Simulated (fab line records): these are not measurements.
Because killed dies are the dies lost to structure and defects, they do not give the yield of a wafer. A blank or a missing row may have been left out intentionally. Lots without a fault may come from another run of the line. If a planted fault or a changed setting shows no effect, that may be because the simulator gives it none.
fab line records ; flow sky130
[record] lots = 6; wafers = 18; lastDay = 50
route steps=708 shown CONTACT@422 METAL1@434 PAD_OPEN@708
lots with no fault: from the same line, run without faults
startH: hours from the record's opening day to when the first of the lot's shown wafers began ; waitH: hours since the lot's step before ; " repeats the value in the row above ; L1.1+2: one row covering several wafers at once ; - value missing, or start not given ; * or withheld: withheld ; < > ~ a bound
route shown NAME@n: NAME is a module with steps in the file, n the number in the route of the first one ; usual: average and standard deviation across the fault-free wafers ; same: alike in all rows ; chamber/n: place in a boat ; sites: readings site by site ; _std_site: standard deviation of those values ; _edge_site: inner sites' mean taken away from outer sites' mean ; radiusMm: how far each site lies from the wafer's centre ; mask NAME#n: copy n ; behind: the tool/chamber that last shaped the wafer ; hold: cause of the lot's hold/its duration in hours/its outcome ; device: whichever transistor did not switch (one of n, p or np) ; end of line: the tests these same wafers got at the end of their route ; for a step that has no rows: nothing shown but its recipe ; killed: the dies lost at the first sort to structure and to defects; this is not the yield of the wafer ; map: a wafer's dies, x killed, . not, _ none there
set.NAME: the setting that was run; set.NAME@STEP: the one run at that earlier step ; model.NAME: the simulator's own value behind a step, which no gauge read
lots seen at some steps along the route; tables by step, rows by wafer
services: from which hour (startH, from the record's first day; less than 0 if before it) a tool's chamber was out of use, for how many hours, and why
[[steps]]
[step SKY_CONTACT_ETCH_16]
[recipe] chemistry = N2/H2; target = BARC; ionEnergyEv = 200; sourceW = 500; biasW = 100; pressureMtorr = 30; n2FlowSccm = 100; h2FlowSccm = 200; stopOn = SiO2; timeS = 45.9; targetDepthA = 600
[usual] drypumpMotorCurrentA = 5.7/0.46; oesProductAu = 0.854/0.005; throttleValvePct = 13.225/0.0094
lot.wafer;tool;chamber;startH;waitH;drypumpMotorCurrentA;oesProductAu;rfHoursCounterH;throttleValvePct
L256.2;rieDiel-01;2;792.27;0.0;5.5;0.864;15;13.217
L256.5;rieDiel-01;0;792.27;0.0;4.9;0.860;-;13.220
L256.6;rieDiel-01;3;792.27;0.0;6.6;0.860;-;13.241
L258.1;rieDiel-02;3;816.82;0.0;5.9;0.852;7;13.224
L258.2;rieDiel-02;0;816.82;0.0;6.0;0.860;11;13.225
L258.3;rieDiel-02;1;816.82;0.0;5.7;0.853;7;13.239
L264.2;rieDiel-03;1;867.52;0.0;5.6;0.851;14;13.231
L264.5;rieDiel-03;1;867.52;0.0;5.6;0.862;-;13.225
L264.6;rieDiel-03;2;867.52;0.0;5.8;0.851;-;13.221
L265.1;rieDiel-03;2;869.29;0.0;5.8;0.856;14;13.221
L265.3;rieDiel-03;3;869.29;0.0;6.1;0.857;10;13.249
L265.6;rieDiel-03;3;869.29;0.0;6.0;0.855;-;13.220
L268.1;rieDiel-01;3;889.99;0.0;6.6;0.857;16;13.217
L268.3;rieDiel-01;0;889.99;0.0;4.9;0.859;4;13.225
L268.5;rieDiel-01;0;889.99;0.0;4.9;0.851;-;13.234
L269.2;rieDiel-03;0;913.98;0.0;5.0;0.850;1;13.209
L269.4;rieDiel-03;1;913.98;0.0;5.6;0.854;-;13.219
L269.5;rieDiel-03;3;913.98;0.0;6.0;0.853;-;13.231
[step SKY_CONTACT_ETCH_17]
[recipe] target = SiO2; chemistry = C4F8/O2/Ar; stopOn = Si3N4; maskMaterial = KrF-thick; sourceW = 1500; biasW = 1200; pressureMtorr = 40; c4f8FlowSccm = withheld; O2_flow_sccm = 6; Ar_flow_sccm = 300; timeS = withheld; targetDepthA = 3400
[usual] oesProductAu = 0.891/0.0053
lot.wafer;tool;chamber;startH;waitH;oesProductAu
L256.2;rieDiel-01;2;792.32;0.0;0.886
L256.5;rieDiel-01;0;792.32;0.0;0.885
L256.6;rieDiel-01;3;792.32;0.0;0.879
L258.1;rieDiel-02;3;816.86;0.0;0.887
L258.2;rieDiel-02;0;816.86;0.0;0.894
L258.3;rieDiel-02;1;816.86;0.0;0.893
L264.2;rieDiel-03;1;867.56;0.0;0.889
L264.5;rieDiel-03;1;867.56;0.0;0.890
L264.6;rieDiel-03;2;867.56;0.0;0.888
L265.1;rieDiel-03;2;869.33;0.0;0.893
L265.3;rieDiel-03;3;869.33;0.0;0.889
L265.6;rieDiel-03;3;869.33;0.0;0.886
L268.1;rieDiel-01;3;890.03;0.0;0.888
L268.3;rieDiel-01;0;890.03;0.0;0.896
L268.5;rieDiel-01;0;890.03;0.0;0.895
L269.2;rieDiel-03;0;914.02;0.0;0.897
L269.4;rieDiel-03;1;914.02;0.0;0.901
L269.5;rieDiel-03;3;914.02;0.0;0.891
[step SKY_CONTACT_ETCH_18]
[recipe] target = Si3N4; chemistry = CHF3/O2; stopOn = TiN; sourceW = 600; biasW = 200; pressureMtorr = 40; chf3FlowSccm = 50; O2_flow_sccm = 5; timeS = 39; targetDepthA = 750
[step SKY_CONTACT_STRIP_19]
[recipe] chemistry = O2/N2; powerW = 1400; pressureMtorr = 1500; platenTempC = withheld; o2FlowSccm = 3000; n2FlowSccm = 300; overashFraction = 0.5
[usual] drypumpMotorCurrentA = 5.3/0.33; oesProductAu = 0.381/0.005; stripTimeToEndpointS = 3.615/0.026
lot.wafer;tool;chamber;startH;waitH;drypumpMotorCurrentA;oesProductAu;rfHoursCounterH;stripTimeToEndpointS
L256.2;plasmaAsher-03;1;792.41;-;4.8;0.384;63;3.620
L256.5;plasmaAsher-03;1;792.41;-;4.8;0.385;-;3.614
L256.6;plasmaAsher-03;0;792.41;-;5.2;0.368;-;3.625
L258.1;plasmaAsher-01;0;816.95;-;5.1;0.376;7;3.632
L258.2;plasmaAsher-01;1;816.95;-;5.5;0.381;7;3.594
L258.3;plasmaAsher-01;0;816.95;-;5.1;0.384;-;3.652
L264.2;plasmaAsher-02;0;867.65;-;5.7;0.383;104;3.603
L264.5;plasmaAsher-02;1;867.65;-;5.8;0.391;-;3.625
L264.6;plasmaAsher-02;0;867.65;-;5.7;0.376;-;3.668
L265.1;plasmaAsher-01;0;869.42;-;5.1;0.385;13;3.657
L265.3;plasmaAsher-01;0;869.42;-;5.1;0.383;-;3.606
L265.6;plasmaAsher-01;0;869.42;-;5.1;0.379;-;3.619
L268.1;plasmaAsher-03;0;890.12;-;5.3;0.379;73;3.604
L268.3;plasmaAsher-03;1;890.12;-;4.8;0.386;-;3.609
L268.5;plasmaAsher-03;1;890.12;-;4.8;0.379;-;3.615
L269.2;plasmaAsher-03;1;914.11;-;4.9;0.386;75;3.627
L269.4;plasmaAsher-03;1;914.11;-;4.8;0.388;-;3.598
L269.5;plasmaAsher-03;1;914.11;-;4.9;0.379;-;3.639
[step SKY_CONTACT_STRIP_20]
[recipe] chemistry = postEtchResidueRemover; timeS = 1200; tempC = 72.5
[step SKY_CONTACT_CLEAN_21]
[recipe] chemistry = IPA; timeS = 180; tempC = 25
[step SKY_CONTACT_CLEAN_22]
[recipe] chemistry = O3/DIW; dry = n2Spin
[step SKY_CONTACT_SPUTTER_23]
[recipe] material = TiN; targetThkNm = 20; chamberPressurePa = 5; powerW = 4000; timeS = 80
[step SKY_CONTACT_CVD_24]
[recipe] material = W; targetThkNm = 340; timeS = 102.12; tempC = 400; pressureTorr = 40
[step SKY_CONTACT_RS_MEAS_25]
[recipe] thkMeasGauge = four-point-probe; reads = W_of_CONTACT_CVD_24+TiN_of_CONTACT_SPUTTER_23
[usual] CONTACT_W_RS = 0.337/0.0035
lot.wafer;tool;chamber;startH;waitH;CONTACT_W_RS[ohm/sq]
L256.2;filmMetro-01;-;793.19;0.1;0.345
L256.5;filmMetro-01;-;793.19;0.1;0.345
L256.6;filmMetro-01;-;793.19;0.1;0.346
L258.1;filmMetro-01;-;817.72;0.1;0.336
L258.2;filmMetro-01;-;817.72;0.1;0.335
L258.3;filmMetro-01;-;817.72;0.1;0.336
L264.2;filmMetro-04;-;868.47;0.1;0.337
L264.5;filmMetro-04;-;868.47;0.1;0.337
L264.6;filmMetro-04;-;868.47;0.1;0.339
L265.1;filmMetro-01;-;870.36;0.2;0.336
L265.3;filmMetro-01;-;870.36;0.2;0.332
L265.6;filmMetro-01;-;870.36;0.2;0.332
L268.1;filmMetro-03;-;890.89;0.1;0.340
L268.3;filmMetro-03;-;890.89;0.1;0.336
L268.5;filmMetro-03;-;890.89;0.1;0.337
L269.2;filmMetro-01;-;914.89;0.1;0.329
L269.4;filmMetro-01;-;914.89;0.1;0.331
L269.5;filmMetro-01;-;914.89;0.1;0.333
[step SKY_CONTACT_THK_MEAS_26]
[recipe] thkMeasGauge = xrf; reads = W_of_CONTACT_CVD_24
[usual] CONTACT_W_THK = 338/4.6
lot.wafer;tool;chamber;startH;waitH;CONTACT_W_THK[nm]
L256.2;filmMetro-01;-;793.30;0.1;333
L256.5;filmMetro-01;-;793.30;0.1;333
L256.6;filmMetro-01;-;793.30;0.1;330
L258.1;filmMetro-01;-;817.84;0.1;337
L258.2;filmMetro-01;-;817.84;0.1;341
L258.3;filmMetro-01;-;817.84;0.1;338
L264.2;filmMetro-04;-;868.58;0.1;342
L264.5;filmMetro-04;-;868.58;0.1;339
L264.6;filmMetro-04;-;868.58;0.1;337
L265.1;filmMetro-01;-;870.48;0.1;340
L265.3;filmMetro-01;-;870.48;0.1;348
L265.6;filmMetro-01;-;870.48;0.1;345
L268.1;filmMetro-03;-;891.01;0.1;329
L268.3;filmMetro-03;-;891.01;0.1;335
L268.5;filmMetro-03;-;891.01;0.1;335
L269.2;filmMetro-01;-;915.00;0.1;347
L269.4;filmMetro-01;-;915.00;0.1;343
L269.5;filmMetro-01;-;915.00;0.1;343
[step SKY_CONTACT_CMP_27]
[recipe] stopOn = SiO2; tOverpolishS = 15; downForcePsi = 3.5; platenRpm = 60; targetThkNm = 0; padVelocityMS = 0.94248
[usual] motorCurrentA = 11.2/1; overpolishRunS = 15.000/0.0091; retainingRingPressureFrac = 1.000/0.005; timeToEndpointS = 83/3.5
lot.wafer;tool;chamber;startH;waitH;motorCurrentA;overpolishRunS;retainingRingPressureFrac;timeToEndpointS
L256.2;cmp-02;1;793.40;0.1;12.4;14.990;0.990;77
L256.6;cmp-02;0;793.40;0.1;11.2;15.001;1.002;80
L256.5;cmp-02;1;793.40;0.1;13.5;15.001;1.000;77
L258.2;cmp-01;0;817.95;0.1;10.8;15.010;0.998;83
L258.1;cmp-01;1;817.95;0.1;11.4;14.989;0.999;82
L258.3;cmp-01;2;817.95;0.1;11.4;14.986;1.001;85
L264.2;cmp-02;2;868.73;0.1;10.2;15.000;0.994;88
L264.6;cmp-02;0;868.73;0.1;10.9;15.001;1.007;80
L264.5;cmp-02;1;868.73;0.1;12.9;15.011;1.002;81
L265.3;cmp-02;1;870.54;0.0;13.2;15.008;1.003;84
L265.1;cmp-02;0;870.54;0.0;11.2;14.989;1.006;79
L265.6;cmp-02;1;870.54;0.0;12.8;15.007;0.993;82
L268.3;cmp-02;3;891.12;0.1;10.1;15.005;1.009;88
L268.1;cmp-02;1;891.12;0.1;12.9;14.990;1.004;82
L268.5;cmp-02;2;891.12;0.1;11.1;15.015;0.999;85
L269.2;cmp-02;0;915.10;0.1;11.1;15.000;1.000;81
L269.4;cmp-02;2;915.10;0.1;10.5;15.010;1.007;82
L269.5;cmp-02;0;915.10;0.1;11.4;14.999;0.994;85
[step SKY_METAL1_SPUTTER_00]
[recipe] material = Ti; targetThkNm = 15; powerW = 3000; timeS = 10; chamberPressurePa = 0.4
[usual] throttleValvePct = 29.8/1.1
lot.wafer;tool;chamber;startH;waitH;throttleValvePct;model.Ti_of_METAL1_SPUTTER_00.thkNm
L256.2;pvdSputter-03;-;793.65;0.2;31.3;14.76
L256.5;pvdSputter-03;-;793.65;0.2;30.1;14.86
L256.6;pvdSputter-03;-;793.65;0.2;30.2;14.92
L258.1;pvdSputter-04;-;818.20;0.1;29.4;14.98
L258.2;pvdSputter-04;-;818.20;0.1;27.6;15.02
L258.3;pvdSputter-04;-;818.20;0.1;29.3;15.12
L264.2;pvdSputter-04;-;868.93;0.1;29.0;14.93
L264.5;pvdSputter-04;-;868.93;0.1;29.5;14.87
L264.6;pvdSputter-04;-;868.93;0.1;27.5;15.01
L265.1;pvdSputter-03;-;870.84;0.1;30.2;15.19
L265.3;pvdSputter-03;-;870.84;0.1;31.4;21.35
L265.6;pvdSputter-03;-;870.84;0.1;30.0;15.14
L268.1;pvdSputter-03;-;891.37;0.1;31.5;21.04
L268.3;pvdSputter-03;-;891.37;0.1;31.5;14.58
L268.5;pvdSputter-03;-;891.37;0.1;30.0;14.85
L269.2;pvdSputter-02;-;915.35;0.2;30.1;14.85
L269.4;pvdSputter-02;-;915.35;0.2;28.0;14.88
L269.5;pvdSputter-02;-;915.35;0.2;30.0;14.89
[step SKY_METAL1_SPUTTER_01]
[recipe] material = TiN; targetThkNm = 20; powerW = 6500; timeS = 16.7; chamberPressurePa = 0.4
[usual] throttleValvePct = 29.8/1.2
lot.wafer;tool;chamber;startH;waitH;throttleValvePct
L256.2;pvdSputter-03;-;793.67;0.0;31.4
L256.5;pvdSputter-03;-;793.67;0.0;30.1
L256.6;pvdSputter-03;-;793.67;0.0;30.3
L258.1;pvdSputter-04;-;818.23;0.0;29.4
L258.2;pvdSputter-04;-;818.23;0.0;27.5
L258.3;pvdSputter-04;-;818.23;0.0;29.0
L264.2;pvdSputter-04;-;868.96;0.0;29.1
L264.5;pvdSputter-04;-;868.96;0.0;29.5
L264.6;pvdSputter-04;-;868.96;0.0;27.7
L265.1;pvdSputter-03;-;870.86;0.0;30.2
L265.3;pvdSputter-03;-;870.86;0.0;31.4
L265.6;pvdSputter-03;-;870.86;0.0;30.0
L268.1;pvdSputter-03;-;891.39;0.0;31.4
L268.3;pvdSputter-03;-;891.39;0.0;31.4
L268.5;pvdSputter-03;-;891.39;0.0;30.0
L269.2;pvdSputter-02;-;915.37;0.0;29.8
L269.4;pvdSputter-02;-;915.37;0.0;28.1
L269.5;pvdSputter-02;-;915.37;0.0;30.4
[step SKY_PAD_OPEN_PROBE_99]
[usual] defectLimitedYield = 82.4/2; killed_at_M0_to_M3 = 44/6.5; killed_at_M4_up = 3.3/1.7; killedAtContacts = 25/5.3; killedAtFrontEnd = 15/5; killedAtOther = 0.2/0.47; killedDies = 87/9.9; killedOpen = 47/8; killedShort = 39/6.1; sort_bin_3_pad_short = 0.9/0.43; sort_bin_5_function = 10.4/1.5; sort_bin_6_memory = 6.2/1.2; sortNPass = 405/9.9; sortYieldPct = 82.4/2
[same] grossDies = 492; killedAtBackSide = 0; sort_bin_4_leakage[%] = 0; sort_bin_8_speed[%] = 0
lot.wafer;tool;chamber;startH;waitH;defectLimitedYield[%];killed_at_M0_to_M3;killed_at_M4_up;killedAtContacts;killedAtFrontEnd;killedAtOther;killedDies;killedOpen;killedShort;sort_bin_3_pad_short[%];sort_bin_5_function[%];sort_bin_6_memory[%];sortNPass;sortYieldPct[%]
L264.2;prober-02;-;1173.70;0.1;84.6;41;4;16;15;0;76;42;34;0.8;8.7;5.9;416;84.6
L264.5;prober-02;-;1173.85;0.2;81.1;43;6;21;23;0;93;52;41;1.0;12.0;5.9;399;81.1
L264.6;prober-02;-;1173.90;0.2;85.2;43;3;21;4;2;73;45;28;0.4;7.7;6.7;419;85.2
// killed by level:class
L264.2 VIA1:geometricParticle:open=12 METAL1:geometricParticle:short=9 FIELD_ISO:geometricParticle:open=7 VIA2:geometricParticle:open=7 CONTACT:geometricParticle:open=5 FIELD_ISO:geometricParticle:short=3 LI_CONTACT:geometricParticle:open=3 LOCAL_INTERCONNECT:geometricParticle:short=3
L264.5 CONTACT:geometricParticle:open=11 VIA1:geometricParticle:open=9 VIA3:geometricParticle:open=7 FIELD_ISO:geometricParticle:open=6 POLY_GATE:geometricParticle:short=6 METAL2:geometricParticle:short=6 FIELD_ISO:geometricParticle:short=5 POLY_GATE:geometricParticle:open=4
L264.6 VIA1:geometricParticle:open=10 VIA2:geometricParticle:open=8 CONTACT:geometricParticle:open=7 VIA3:geometricParticle:open=5 LI_CONTACT:geometricParticle:open=5 LOCAL_INTERCONNECT:geometricParticle:short=5 METAL1:geometricParticle:open=4 METAL1:geometricParticle:short=4
[[services]]
tool;chamber;startH;hours;kind
rieDiel-02;-;774.37;2.3;repair
rieDiel-03;2;775.65;7.6;repair
rieDiel-01;-;781.25;1.7;repair
cmp-02;-;794.59;6.5;pm
cmp-01;-;797.93;1.4;repair
pvdSputter-03;-;802.66;5.0;repair
cmp-01;-;803.40;0.2;repair
pvdSputter-02;-;826.13;1.9;repair
cmp-01;-;827.74;20.7;repair
rieDiel-02;-;849.63;0.9;repair
rieDiel-03;0;858.66;-;clean
rieDiel-03;0;858.66;20.4;scheduledDown
rieDiel-03;0;858.66;20.4;ventCycle
plasmaAsher-02;-;864.36;2.8;pm
rieDiel-01;0;876.25;1.9;repair
pvdSputter-02;-;881.88;6.8;repair
cmp-01;-;900.88;0.4;repair
rieDiel-01;0;901.89;1.3;repair
rieDiel-03;2;907.64;9.7;repair
cmp-02;-;909.04;2.0;repair
cmp-01;-;912.00;4.0;pm
[[key]]
firstSign none at tools or gauges
[modelEffect] step = SKY_METAL1_SPUTTER_00; value = Ti_of_METAL1_SPUTTER_00.thkNm; without = 14.97; struck = 21.19
metAt SKY_METAL1_SPUTTER_00
struckWafers L265.3,L268.1
[fault] kind = processParameterDrift; tool = pvdSputter-03; chamber = -; onsetH = 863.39; steps = SKY_METAL1_SPUTTER_00; channel = targetThkNm; offset = 6.2175; shape = step; endH = 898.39; actsIn = theseRecipesOnly; stated = 15; scope = struckWafersOnly
